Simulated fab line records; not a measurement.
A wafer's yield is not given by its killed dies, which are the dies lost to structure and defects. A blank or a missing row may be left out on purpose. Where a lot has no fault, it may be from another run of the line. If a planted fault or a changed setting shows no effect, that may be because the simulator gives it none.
fab line records	flow sky130
record lots=7	wafers=21	lastDay=50
route steps=708 shown FIELD_ISO@13 PAD_OPEN@708
lots untouched by any fault: they come from a run of this same line in which no faults occurred
startH: hours from the record's first day to the start of the lot's first wafer shown	waitH: hours elapsed since this lot's preceding step	" repeats the value in the row above	L1.1+2: a single row standing in for several wafers	- no value present, or no start provided	* or withheld: withheld	< > ~ a bound
route shown NAME@n: names a module that has steps shown in the file, with the first one's number in the route	usual: mean/standard deviation taken from wafers without a fault	same: alike in all rows	chamber/n: place in a boat	sites: each site's reading	_std_site: the standard deviation of these	_edge_site: outer sites' mean less inner sites'	radiusMm: how far each site lies from the wafer's centre	mask NAME#n: copy n	behind: tool/chamber where the wafer was last shaped	hold: why the lot went on hold/how many hours it stayed there/how the hold came to an end	device: the transistor (n, p or np) that didn't switch	end of line: the tests these same wafers got at the end of their route	a step without rows: its recipe alone	killed: at the first sort, the dies lost to defects and structure; wafer yield is something else	map: a wafer's dies, x killed, . not, _ none there
set.NAME: the setting as run; set.NAME@STEP: as run at that earlier step	model.NAME: the simulator's own value behind a step, which no gauge read
a table for each step, a row for each wafer; lots at some steps of the route
services: when a tool's chamber went out of use (startH, in hours from the record's first day, below 0 if earlier), for how many hours, and the reason
## steps
# step SKY_FIELD_ISO_DEVELOP_12
# recipe developTimeS=60	resist=KrF-thick	devTempC=21
# step SKY_FIELD_ISO_CD_MEAS_13
# recipe targetCdNm=150
# usual cdNm=149.4/1.4
lot.wafer	tool	chamber	startH	waitH	cdNm
L991.1	cdSem-01	-	39.23	-	149.1
L991.2	"	-	"	"	151.1
L991.6	"	-	"	"	149.2
L995.1	cdSem-02	-	60.53	-	150.3
L995.2	"	-	"	"	149.8
L995.4	"	-	"	"	149.9
L997.1	cdSem-02	-	69.54	-	148.6
L997.2	"	-	"	"	150.0
L997.3	"	-	"	"	149.3
L998.1	cdSem-02	-	74.62	-	147.4
L998.4	"	-	"	"	147.9
L998.6	"	-	"	"	148.7
L100.2	cdSem-01	-	87.34	-	149.4
L100.3	"	-	"	"	151.1
L100.5	"	-	"	"	150.8
L108.1	cdSem-02	-	128.67	-	150.8
L108.2	"	-	"	"	149.3
L108.6	"	-	"	"	149.4
L111.2	cdSem-01	-	141.91	-	149.7
L111.3	"	-	"	"	149.4
L111.5	"	-	"	"	150.7
# step SKY_FIELD_ISO_ETCH_14
# recipe chemistry=N2/H2	target=BARC	ionEnergyEv=200	sourceW=500	biasW=100	pressureMtorr=30	n2FlowSccm=100	h2FlowSccm=200	stopOn=SiO2	timeS=45.9	targetDepthA=600
# usual drypumpMotorCurrentA=5.7/0.41	oesProductAu=0.854/0.0047	throttleValvePct=13.225/0.0089
# same timeS=45.9
lot.wafer	tool	chamber	startH	waitH	drypumpMotorCurrentA	oesProductAu	rfHoursCounterH	throttleValvePct
L991.1	rieDiel-02	0	39.35	0.1	6.3	0.851	151	13.230
L991.2	"	2	"	"	5.9	0.857	31	13.220
L991.6	"	2	"	"	5.9	0.854	-	13.227
L995.1	rieDiel-02	2	60.65	0.1	6.0	0.851	31	13.224
L995.2	"	1	"	"	5.3	0.851	103	13.224
L995.4	"	0	"	"	6.3	0.854	151	13.222
L997.1	rieDiel-02	1	69.66	0.1	5.3	0.850	103	13.229
L997.2	"	3	"	"	5.3	0.859	94	13.216
L997.3	"	0	"	"	6.3	0.854	152	13.218
L998.1	rieDiel-01	1	74.74	0.1	5.6	0.850	24	13.217
L998.4	"	0	"	"	5.1	0.847	121	13.228
L998.6	"	3	"	"	5.2	0.852	-	13.231
L100.2	rieDiel-04	1	87.44	0.1	6.3	0.856	105	13.213
L100.3	"	2	"	"	5.4	0.851	3	13.221
L100.5	"	0	"	"	5.9	0.857	-	13.218
L108.1	rieDiel-02	3	128.79	0.1	5.3	0.844	95	13.230
L108.2	"	1	"	"	5.3	0.854	104	13.234
L108.6	"	1	"	"	5.3	0.855	-	13.220
L111.2	rieDiel-04	2	142.01	0.1	5.4	0.842	4	13.222
L111.3	"	3	"	"	5.8	0.842	16	13.228
L111.5	"	3	"	"	5.8	0.859	-	13.224
# step SKY_FIELD_ISO_ETCH_15
# recipe chemistry=CHF3/O2	targetDepthNm=180	stopOn=Si	sourceW=600	biasW=200	pressureMtorr=40	chf3FlowSccm=50	O2_flow_sccm=5	timeS=72
# usual drypumpMotorCurrentA=5.7/0.41	oesProductAu=0.949/0.0073	throttleValvePct=8.845/0.01
# same timeS=72
lot.wafer	tool	chamber	startH	waitH	drypumpMotorCurrentA	oesProductAu	rfHoursCounterH	throttleValvePct
L991.1	rieDiel-02	0	39.39	0.0	6.3	0.946	151	8.855
L991.2	"	2	"	"	6.0	0.963	31	8.838
L991.6	"	2	"	"	5.9	0.953	-	8.834
L995.1	rieDiel-02	2	60.69	0.0	5.9	0.950	31	8.825
L995.2	"	1	"	"	5.3	0.959	103	8.859
L995.4	"	0	"	"	6.3	0.959	151	8.859
L997.1	rieDiel-02	1	69.70	0.0	5.3	0.938	103	8.854
L997.2	"	3	"	"	5.3	0.949	94	8.854
L997.3	"	0	"	"	6.3	0.945	152	8.840
L998.1	rieDiel-01	1	74.78	0.0	5.6	0.952	24	8.848
L998.4	"	0	"	"	5.1	0.944	121	8.821
L998.6	"	3	"	"	5.2	0.944	-	8.833
L100.2	rieDiel-04	1	87.48	0.0	6.3	0.957	105	8.858
L100.3	"	2	"	"	5.4	0.953	3	8.845
L100.5	"	0	"	"	5.9	0.958	-	8.842
L108.1	rieDiel-02	3	128.83	0.0	5.3	0.947	95	8.832
L108.2	"	1	"	"	5.3	0.946	104	8.834
L108.6	"	1	"	"	5.3	0.939	-	8.846
L111.2	rieDiel-04	2	142.05	0.0	5.4	0.954	4	8.830
L111.3	"	3	"	"	5.8	0.939	16	8.851
L111.5	"	3	"	"	5.8	0.947	-	8.850
# step SKY_FIELD_ISO_STRIP_16
# recipe chemistry=O2/N2	powerW=1400	pressureMtorr=1500	platenTempC=withheld	o2FlowSccm=3000	n2FlowSccm=300	overashFraction=0.5
# usual drypumpMotorCurrentA=6.03/0.26	oesProductAu=0.377/0.0052	stripTimeToEndpointS=3.54/0.051
lot.wafer	tool	chamber	startH	waitH	drypumpMotorCurrentA	oesProductAu	rfHoursCounterH	stripTimeToEndpointS
L991.1	plasmaAsher-01	1	39.45	0.0	6.25	0.374	21	3.51
L991.2	"	0	"	"	6.15	0.378	21	3.58
L991.6	"	0	"	"	6.19	0.380	-	3.59
L995.1	plasmaAsher-02	0	60.75	0.0	5.97	0.389	38	3.62
L995.2	"	1	"	"	6.26	0.376	38	3.46
L995.4	"	0	"	"	6.02	0.381	-	3.56
L997.1	plasmaAsher-02	0	69.76	0.0	6.00	0.382	39	3.50
L997.2	"	1	"	"	6.25	0.375	39	3.53
L997.3	"	1	"	"	6.24	0.371	-	3.59
L998.1	plasmaAsher-03	0	74.84	0.0	6.18	0.374	40	3.53
L998.4	"	1	"	"	5.53	0.373	-	3.60
L998.6	"	0	"	"	6.13	0.380	-	3.54
L100.2	plasmaAsher-01	0	87.54	0.0	6.13	0.378	26	3.51
L100.3	"	0	"	"	6.16	0.378	-	3.56
L100.5	"	0	"	"	6.18	0.382	-	3.55
L108.1	plasmaAsher-03	1	128.89	0.0	5.54	0.372	45	3.49
L108.2	"	0	"	"	6.13	0.372	45	3.44
L108.6	"	0	"	"	6.15	0.378	-	3.44
L111.2	plasmaAsher-01	0	142.11	0.0	6.11	0.376	31	3.53
L111.3	"	0	"	"	6.12	0.384	-	3.57
L111.5	"	1	"	"	6.23	0.382	-	3.58
# step SKY_FIELD_ISO_ETCH_17
# recipe targetDepthA=3420	maskMaterial=Si3N4	chemistry=HBr/Cl2/O2	target=Si	taperDeg=5	icpW=600	biasW=150	pressureMtorr=15	HBr_flow_sccm=150	Cl2_flow_sccm=40	O2_flow_sccm=6	timeS=97.7
# usual drypumpMotorCurrentA=5.8/0.45	oesProductAu=0.997/0.015	throttleValvePct=25.659/0.013
# same timeS=97.7
lot.wafer	tool	chamber	startH	waitH	drypumpMotorCurrentA	oesProductAu	rfHoursCounterH	throttleValvePct
L991.1	rieSi-02	2	39.55	0.1	6.0	1.009	3	25.660
L991.2	"	1	"	"	5.0	1.000	115	25.662
L991.6	"	1	"	"	5.0	1.000	-	25.654
L995.1	rieSi-01	0	60.85	0.1	5.2	0.985	84	25.655
L995.2	"	3	"	"	6.2	0.955	110	25.672
L995.4	"	2	"	"	6.4	0.989	53	25.661
L997.1	rieSi-02	1	69.86	0.1	5.0	0.994	115	25.668
L997.2	"	3	"	"	5.8	1.005	122	25.650
L997.3	"	0	"	"	6.0	1.005	138	25.649
L998.1	rieSi-02	2	74.94	0.1	6.0	1.008	3	25.652
L998.4	"	1	"	"	5.0	0.993	115	25.671
L998.6	"	1	"	"	5.0	0.999	-	25.673
L100.2	rieSi-01	0	87.64	0.1	5.2	0.983	84	25.660
L100.3	"	1	"	"	5.7	1.008	65	25.645
L100.5	"	2	"	"	6.4	0.988	-	25.647
L108.1	rieSi-01	0	128.99	0.1	5.2	0.993	85	25.676
L108.2	"	1	"	"	5.7	1.000	65	25.649
L108.6	"	1	"	"	5.7	1.005	-	25.653
L111.2	rieSi-02	1	142.21	0.1	5.0	0.993	116	25.681
L111.3	"	2	"	"	6.0	1.007	4	25.653
L111.5	"	2	"	"	6.0	1.007	-	25.665
# step SKY_FIELD_ISO_WET_ETCH_18
# recipe chemistry=H3PO4	targetDepthNm=25	tempC=160	target=Si3N4	timeS=286
# step SKY_FIELD_ISO_CLEAN_19
# recipe chemistry=SC1/SC2	mix=1:4:20	tempC=70	timeS=150
# step SKY_FIELD_ISO_CLEAN_20
# recipe chemistry=dHF	timeS=20	dilution=100:1
# step SKY_FIELD_ISO_WET_ETCH_21
# recipe chemistry=dHF	dilution=100:1	targetDepthNm=20	dry=ipaMarangoni	target=SiO2	tempC=25	timeS=400
# step SKY_FIELD_ISO_OXIDATION_22
# recipe tempC=950	ambient=O2	stabiliseS=600	purgeS=300	targetThkA=100	oxTimeS=623
# step SKY_FIELD_ISO_THK_MEAS_23
# recipe reads=SiO2_of_FIELD_ISO_OXIDATION_22
# usual FIELD_ISO_OXIDATION_01_THK=9.98/0.15
lot.wafer	tool	chamber	startH	waitH	FIELD_ISO_OXIDATION_01_THK[nm]
L991.1	filmMetro-02	-	41.72	0.0	10.15
L991.2	"	-	"	"	9.98
L991.6	"	-	"	"	9.74
L995.1	filmMetro-02	-	63.54	0.0	9.88
L995.2	"	-	"	"	9.74
L995.4	"	-	"	"	9.87
L997.1	filmMetro-03	-	72.94	0.0	9.93
L997.2	"	-	"	"	9.72
L997.3	"	-	"	"	9.85
L998.1	filmMetro-03	-	78.20	0.0	9.95
L998.4	"	-	"	"	9.85
L998.6	"	-	"	"	10.07
L100.2	filmMetro-01	-	89.90	0.0	10.26
L100.3	"	-	"	"	10.05
L100.5	"	-	"	"	10.30
L108.1	filmMetro-03	-	131.99	0.0	9.78
L108.2	"	-	"	"	9.89
L108.6	"	-	"	"	9.87
L111.2	filmMetro-03	-	145.79	0.0	9.92
L111.3	"	-	"	"	9.98
L111.5	"	-	"	"	10.09
# step SKY_FIELD_ISO_CVD_24
# recipe material=SiO2	targetThkNm=595	tempC=650	sigmaOpenFrac=0.3	timeS=99.2	sih4FlowSccm=60	pressureMtorr=6
lot.wafer	tool	chamber	startH	waitH	model.SiO2_of_FIELD_ISO_CVD_24.thkNm
L991.1	hdpcvd-02	1	41.78	0.1	599.9
L991.2	"	0	"	"	603.1
L991.6	"	2	"	"	595.5
L995.1	hdpcvd-02	0	63.60	0.1	606
L995.2	"	1	"	"	600.8
L995.4	"	1	"	"	602.5
L997.1	hdpcvd-02	2	73.00	0.1	1073
L997.2	"	1	"	"	1076
L997.3	"	0	"	"	612.5
L998.1	hdpcvd-02	2	78.26	0.1	1066
L998.4	"	1	"	"	598.6
L998.6	"	0	"	"	1070
L100.2	hdpcvd-02	2	89.95	0.0	1057
L100.3	"	0	"	"	595
L100.5	"	0	"	"	597
L108.1	hdpcvd-01	1	132.05	0.1	599
L108.2	"	0	"	"	586.6
L108.6	"	1	"	"	597.8
L111.2	hdpcvd-01	0	145.84	0.0	593.2
L111.3	"	2	"	"	600
L111.5	"	1	"	"	591.1
# step SKY_FIELD_ISO_THK_MEAS_25
# recipe reads=SiO2_of_FIELD_ISO_CVD_24
# usual FIELD_ISO_CVD_24_THK=599/7.1
lot.wafer	tool	chamber	startH	waitH	FIELD_ISO_CVD_24_THK[nm]
L991.1	filmMetro-02	-	41.86	0.0	600
L991.2	"	-	"	"	603
L991.6	"	-	"	"	596
L995.1	filmMetro-03	-	63.67	0.0	605
L995.2	"	-	"	"	601
L995.4	"	-	"	"	602
L997.1	filmMetro-03	-	73.07	0.0	1074
L997.2	"	-	"	"	1077
L997.3	"	-	"	"	613
L998.1	filmMetro-01	-	78.34	0.0	1065
L998.4	"	-	"	"	599
L998.6	"	-	"	"	1071
L100.2	filmMetro-03	-	90.03	0.0	1058
L100.3	"	-	"	"	595
L100.5	"	-	"	"	597
L108.1	filmMetro-01	-	132.12	0.0	599
L108.2	"	-	"	"	587
L108.6	"	-	"	"	598
L111.2	filmMetro-02	-	145.93	0.0	593
L111.3	"	-	"	"	600
L111.5	"	-	"	"	591
# step SKY_FIELD_ISO_ANNEAL_26
# recipe tempC=1000	timeS=1800	ambient=N2
# step SKY_FIELD_ISO_CMP_27
# recipe stopOn=Si3N4	tOverpolishS=16	downForcePsi=4	platenRpm=60	targetThkNm=457.8	padVelocityMS=0.94248
# usual motorCurrentA=12.3/0.76	timeToEndpointS=111/4.7
lot.wafer	tool	chamber	startH	waitH	motorCurrentA	timeToEndpointS
L991.2	cmp-01	2	44.76	0.0	12.4	111
L991.1	"	1	"	"	12.6	100
L991.6	"	2	"	"	12.6	111
L995.4	cmp-01	0	67.45	0.3	11.7	110
L995.2	"	1	"	"	12.4	102
L995.1	"	3	"	"	12.6	111
L997.3	cmp-01	0	75.97	0.0	11.7	111
L997.1	"	2	"	"	12.6	201
L997.2	"	3	"	"	11.8	202
L998.1	cmp-01	0	81.15	0.1	11.7	200
L998.4	"	1	"	"	12.3	108
L998.6	"	3	"	"	12.4	202
L100.3	cmp-02	2	93.31	0.0	13.7	111
L100.2	"	3	"	"	11.5	194
L100.5	"	3	"	"	12.3	110
L108.1	cmp-01	1	134.78	0.1	12.8	104
L108.2	"	2	"	"	12.3	112
L108.6	"	1	"	"	12.6	103
L111.3	cmp-01	1	147.58	0.1	12.4	103
L111.2	"	2	"	"	13.2	112
L111.5	"	3	"	"	12.8	107
# step SKY_FIELD_ISO_WET_ETCH_28
# recipe chemistry=dHF	targetDepthNm=23.7	target=SiO2	dilution=10:1	tempC=25	timeS=47
# step SKY_PAD_OPEN_PROBE_99
# usual killed_at_M0_to_M3=42/6.1	killed_at_M4_up=3.1/1.7	killedAtContacts=24/5.5	killedAtFrontEnd=16/4.1	killedAtOther=0.3/0.57	killedDies=86/8.2	killedOpen=47/6.8	killedShort=38/5.8
# same grossDies=492	killedAtBackSide=0
lot.wafer	tool	chamber	startH	waitH	killed_at_M0_to_M3	killed_at_M4_up	killedAtContacts	killedAtFrontEnd	killedAtOther	killedDies	killedOpen	killedShort
L991.1	prober-02	-	1092.71	0.1	51	0	23	14	0	88	60	28
L991.2	prober-02	-	1092.76	0.1	43	3	21	18	0	85	44	41
L991.6	prober-02	-	1092.96	0.2	48	1	22	10	0	81	40	41
L995.1	prober-02	-	1113.51	0.1	39	3	22	8	0	72	38	34
L995.2	prober-02	-	1113.56	0.1	31	3	26	13	1	74	42	31
L995.4	prober-02	-	1113.66	0.2	39	2	21	13	0	75	44	30
L997.1	prober-02	-	1121.66	0.1	31	5	32	16	1	85	47	38
L997.2	prober-02	-	1121.71	0.1	34	4	31	14	0	83	38	45
L997.3	prober-02	-	1121.76	0.2	42	7	27	17	1	94	48	46
L100.2	prober-01	-	1145.26	0.1	43	5	32	16	0	96	53	43
L100.3	prober-01	-	1145.31	0.2	38	4	29	18	0	89	47	41
L100.5	prober-01	-	1145.41	0.2	53	1	33	19	1	107	60	46
L108.1	prober-01	-	1179.39	0.1	44	4	15	19	0	82	54	28
L108.2	prober-01	-	1179.44	0.1	48	3	31	17	0	99	43	56
L108.6	prober-01	-	1179.64	0.2	40	1	29	13	0	83	47	36
L111.2	prober-02	-	1192.69	0.1	39	5	32	13	0	89	52	37
L111.3	prober-02	-	1192.74	0.2	39	4	26	19	1	89	41	47
L111.5	prober-02	-	1192.84	0.2	46	0	29	11	0	86	43	43
# killed by level:class
L991.1 VIA1:geometricParticle:open=15 VIA2:geometricParticle:open=12 LI_CONTACT:geometricParticle:open=9 CONTACT:geometricParticle:open=7 POLY_GATE:geometricParticle:open=5 VIA3:geometricParticle:open=5 METAL2:geometricParticle:short=5 LOCAL_INTERCONNECT:geometricParticle:short=4
L991.2 VIA1:geometricParticle:open=12 VIA2:geometricParticle:open=7 METAL2:geometricParticle:short=7 POLY_GATE:geometricParticle:short=6 LI_CONTACT:geometricParticle:open=6 VIA3:geometricParticle:open=6 CONTACT:geometricParticle:open=5 FIELD_ISO:geometricParticle:open=4
L991.6 VIA1:geometricParticle:open=9 METAL3:geometricParticle:short=8 CONTACT:geometricParticle:open=7 VIA2:geometricParticle:open=7 LI_CONTACT:geometricParticle:open=6 VIA1:geometricParticle:short=6 METAL2:geometricParticle:short=5 CONTACT:geometricParticle:short=4
L995.1 CONTACT:geometricParticle:open=9 LI_CONTACT:geometricParticle:open=6 METAL1:geometricParticle:short=6 METAL2:geometricParticle:short=6 FIELD_ISO:geometricParticle:short=4 CONTACT:geometricParticle:short=4 VIA1:geometricParticle:open=4 VIA2:geometricParticle:open=4
L995.2 LI_CONTACT:geometricParticle:open=11 CONTACT:geometricParticle:open=9 VIA3:geometricParticle:open=7 METAL1:geometricParticle:short=6 POLY_GATE:geometricParticle:open=5 VIA1:geometricParticle:open=4 VIA1:geometricParticle:short=4 VIA2:geometricParticle:short=4
L995.4 VIA1:geometricParticle:open=9 VIA3:geometricParticle:open=8 LI_CONTACT:geometricParticle:open=7 CONTACT:geometricParticle:open=7 FIELD_ISO:geometricParticle:open=5 METAL1:geometricParticle:short=5 VIA2:geometricParticle:open=5 VIA2:geometricParticle:short=4
L997.1 CONTACT:geometricParticle:open=13 VIA1:geometricParticle:open=10 CONTACT:geometricParticle:short=8 POLY_GATE:geometricParticle:open=6 LI_CONTACT:geometricParticle:open=6 METAL4:geometricParticle:short=5 VIA1:geometricParticle:short=4 METAL2:geometricParticle:short=4
L997.2 CONTACT:geometricParticle:open=11 CONTACT:geometricParticle:short=8 VIA1:geometricParticle:open=7 LI_CONTACT:geometricParticle:open=5 LOCAL_INTERCONNECT:geometricParticle:short=5 METAL2:geometricParticle:short=5 FIELD_ISO:geometricParticle:short=4 VIA3:geometricParticle:open=4
L997.3 CONTACT:geometricParticle:open=9 VIA1:geometricParticle:open=9 VIA2:geometricParticle:open=7 FIELD_ISO:geometricParticle:open=5 LOCAL_INTERCONNECT:geometricParticle:short=5 METAL1:geometricParticle:short=5 VIA3:geometricParticle:open=5 FIELD_ISO:geometricParticle:short=4
L100.2 CONTACT:geometricParticle:open=12 LI_CONTACT:geometricParticle:open=8 METAL1:geometricParticle:short=7 VIA2:geometricParticle:open=6 VIA3:geometricParticle:open=6 VIA1:geometricParticle:short=5 VIA1:geometricParticle:open=5 POLY_GATE:geometricParticle:short=4
L100.3 CONTACT:geometricParticle:open=11 LI_CONTACT:geometricParticle:open=8 METAL1:geometricParticle:short=8 FIELD_ISO:geometricParticle:open=6 CONTACT:geometricParticle:short=6 VIA2:geometricParticle:open=6 VIA1:geometricParticle:open=5 VIA2:geometricParticle:short=5
L100.5 VIA1:geometricParticle:open=16 CONTACT:geometricParticle:open=12 CONTACT:geometricParticle:short=9 VIA1:geometricParticle:short=8 VIA2:geometricParticle:open=8 LI_CONTACT:geometricParticle:open=7 FIELD_ISO:geometricParticle:open=6 FIELD_ISO:geometricParticle:short=6
L108.1 VIA1:geometricParticle:open=10 VIA2:geometricParticle:open=8 CONTACT:geometricParticle:open=7 POLY_GATE:geometricParticle:open=6 METAL1:geometricParticle:short=6 VIA3:geometricParticle:open=6 LI_CONTACT:geometricParticle:open=4 POLY_GATE:geometricParticle:short=3
L108.2 VIA1:geometricParticle:open=12 VIA1:geometricParticle:short=11 LI_CONTACT:geometricParticle:open=7 LI_CONTACT:geometricParticle:short=7 METAL2:geometricParticle:short=7 CONTACT:geometricParticle:open=7 LOCAL_INTERCONNECT:geometricParticle:short=6 FIELD_ISO:geometricParticle:short=5
L108.6 CONTACT:geometricParticle:open=11 VIA1:geometricParticle:open=10 LI_CONTACT:geometricParticle:open=8 METAL1:geometricParticle:short=6 CONTACT:geometricParticle:short=6 VIA3:geometricParticle:open=6 VIA1:geometricParticle:short=5 METAL2:geometricParticle:short=4
L111.2 CONTACT:geometricParticle:open=18 VIA1:geometricParticle:open=9 FIELD_ISO:geometricParticle:open=7 METAL2:geometricParticle:short=6 METAL1:geometricParticle:short=6 LI_CONTACT:geometricParticle:open=5 LOCAL_INTERCONNECT:geometricParticle:short=5 VIA3:geometricParticle:short=5
L111.3 VIA1:geometricParticle:open=11 VIA1:geometricParticle:short=10 CONTACT:geometricParticle:open=8 CONTACT:geometricParticle:short=7 LI_CONTACT:geometricParticle:open=6 METAL1:geometricParticle:short=5 POLY_GATE:geometricParticle:open=4 POLY_GATE:geometricParticle:short=4
L111.5 VIA1:geometricParticle:open=11 LI_CONTACT:geometricParticle:open=10 CONTACT:geometricParticle:open=8 METAL2:geometricParticle:short=7 VIA2:geometricParticle:short=6 VIA3:geometricParticle:open=5 LI_CONTACT:geometricParticle:short=4 LOCAL_INTERCONNECT:geometricParticle:short=4
## services
tool	chamber	startH	hours	kind
rieSi-01	-	19.97	0.7	repair
rieDiel-04	1	36.09	5.1	repair
rieSi-02	3	39.33	7.7	repair
cmp-02	-	45.89	0.5	repair
cmp-01	-	45.93	0.5	repair
cmp-01	-	57.25	0.3	repair
cmp-02	-	64.00	4.0	pm
hdpcvd-01	-	66.75	15.0	pm
hdpcvd-01	0	66.75	15.0	ventCycle
hdpcvd-01	1	66.75	15.0	ventCycle
cmp-02	-	72.48	1.0	repair
rieDiel-04	3	75.01	4.2	repair
cmp-02	-	80.53	4.9	pm
rieDiel-02	2	87.35	3.3	repair
rieDiel-01	1	88.64	8.9	repair
cmp-02	-	90.31	0.8	repair
cmp-01	-	94.36	1.5	repair
plasmaAsher-01	-	120.76	2.7	repair
rieSi-02	1	127.93	1.2	repair
rieSi-02	0	132.92	-	clean
rieSi-02	0	132.92	26.2	scheduledDown
rieSi-02	0	132.92	26.2	ventCycle
cmp-01	-	135.92	1.3	repair
plasmaAsher-03	-	141.95	10.9	repair
## key
firstSign step=SKY_FIELD_ISO_THK_MEAS_25	reading=FIELD_ISO_CVD_24_THK	direction=up	sigmas=66	usual=599	struck=1069
effect step=SKY_FIELD_ISO_CMP_27	reading=timeToEndpointS	direction=up	sigmas=19	usual=*	struck=*
modelEffect step=SKY_FIELD_ISO_CVD_24	value=SiO2_of_FIELD_ISO_CVD_24.thkNm	without=600	struck=1068
metAt SKY_FIELD_ISO_CVD_24
struckWafers L997.1,L997.2,L998.1,L998.6,L100.2
testerLeftOut L997,L998,L100
onsetBetween 63.60 73.00
fault kind=processParameterDrift	tool=hdpcvd-02	chamber=-	onsetH=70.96	steps=SKY_FIELD_ISO_CVD_24	channel=targetThkNm	offset=468.4	shape=step	endH=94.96	scope=struckWafersOnly	actsIn=theseRecipesOnly	stated=595
# testerLeftOut: of these lots the tester's yield and bins aren't shown, on N5 and GAA mostly nor the transistor test; their killed dies are dies lost to structure and defects alone, not to doping, threshold or leakage, so they don't give the yield
